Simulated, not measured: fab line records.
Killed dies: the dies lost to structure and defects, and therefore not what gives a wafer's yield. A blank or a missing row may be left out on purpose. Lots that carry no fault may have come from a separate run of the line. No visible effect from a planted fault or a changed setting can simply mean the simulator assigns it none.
Which of the tools did it? ; flow gf180mcu ; 14 lots with 36 wafers sampled at 2 steps, on a route of 602 steps

== WHAT THE GAUGES SHOWED, per wafer ==
GF_CONTACT_THK_MEAS_26: measures by xrf. Usual: for CONTACT_W_THK the level is 301 nm and the standard deviation is 5.3.
lot;measured;on;CONTACT_W_THK (nm);flag
L298;day 16 02:57;filmMetro-02;311 313 310;
L299;day 16 08:47;filmMetro-04;306 305 308;
L301;day 16 23:41;filmMetro-02;298 301 304;
L303;day 18 03:56;filmMetro-03;296 301 300;
L304;day 18 11:20;filmMetro-02;303 302 303;
L305;day 18 20:55;filmMetro-04;297 299 298;
L309;day 20 09:59;filmMetro-02;311;
L311;day 20 22:08;filmMetro-03;296;
L312;day 21 05:43;filmMetro-02;307;
L313;day 21 15:29;filmMetro-03;296 292 292;
L314;day 21 21:35;filmMetro-02;314 305 315;
L315;day 22 04:17;filmMetro-03;297 299 299;
L318;day 23 09:44;filmMetro-04;298 300 299;
L320;day 24 03:20;filmMetro-04;302 302 299;

GF_V1_CD_MEAS_14: target cd 260 nm. Usual: cdNm at 259.6 nm, with a standard deviation of 1.1.
lot;measured;on;cdNm (nm);flag
L298;day 18 02:17;cdSem-01;260.7 260.5 259.4;
L299;day 18 09:11;cdSem-02;259.7 259.5 259.0;
L301;day 19 01:19;cdSem-02;260.6 260.3 260.4;
L303;day 20 05:31;cdSem-02;258.7 259.9 258.6;
L304;day 20 13:31;cdSem-02;259.4 259.9 259.0;
L305;day 20 23:08;cdSem-02;256.7 258.0 259.2;
L309;day 22 11:43;cdSem-02;259.2;
L311;day 22 22:17;cdSem-02;259.6;
L312;day 23 06:53;cdSem-02;258.0;
L313;day 23 15:36;cdSem-02;259.6 259.4 260.7;
L314;day 23 20:48;cdSem-01;259.6 259.2 260.0;
L315;day 24 02:07;cdSem-01;262.2 261.3 260.6;
L318;day 25 08:03;cdSem-01;258.9 258.7 258.7;
L320;day 26 01:31;cdSem-01;259.1 260.7 259.4;

== WHICH TOOL RAN EACH LOT (tool, then ch and the chambers of the sampled wafers, then the start) ==
Before these readings, the record contains no process step.

== AS READ BY THE TOOLS THEMSELVES (means over the sampled wafers that have a number; for cases with no such wafer, the mark the record gives instead) ==
The record holds no such reading with a usual standard deviation.

== THE ANSWER, worked out from the rows above alone ==
Rule: a lot is off if the mean of its wafers that have a number lies more than 3 standard deviations from the usual mean. A lot without any number at a reading at which 4 lots or more have one is off too. Any other lot the step has rows for is counted as sound. Order of review: gauges by route order, followed by the tools' own readings, for which a lot's mean as printed above is used. At the first step where some lot is off, the reading lying furthest off is the one used; lots without a number count as furthest.
Nothing can be told from this: no lot is off at any reading shown.

== WHAT WAS PUT IN BY THE SIMULATOR ==
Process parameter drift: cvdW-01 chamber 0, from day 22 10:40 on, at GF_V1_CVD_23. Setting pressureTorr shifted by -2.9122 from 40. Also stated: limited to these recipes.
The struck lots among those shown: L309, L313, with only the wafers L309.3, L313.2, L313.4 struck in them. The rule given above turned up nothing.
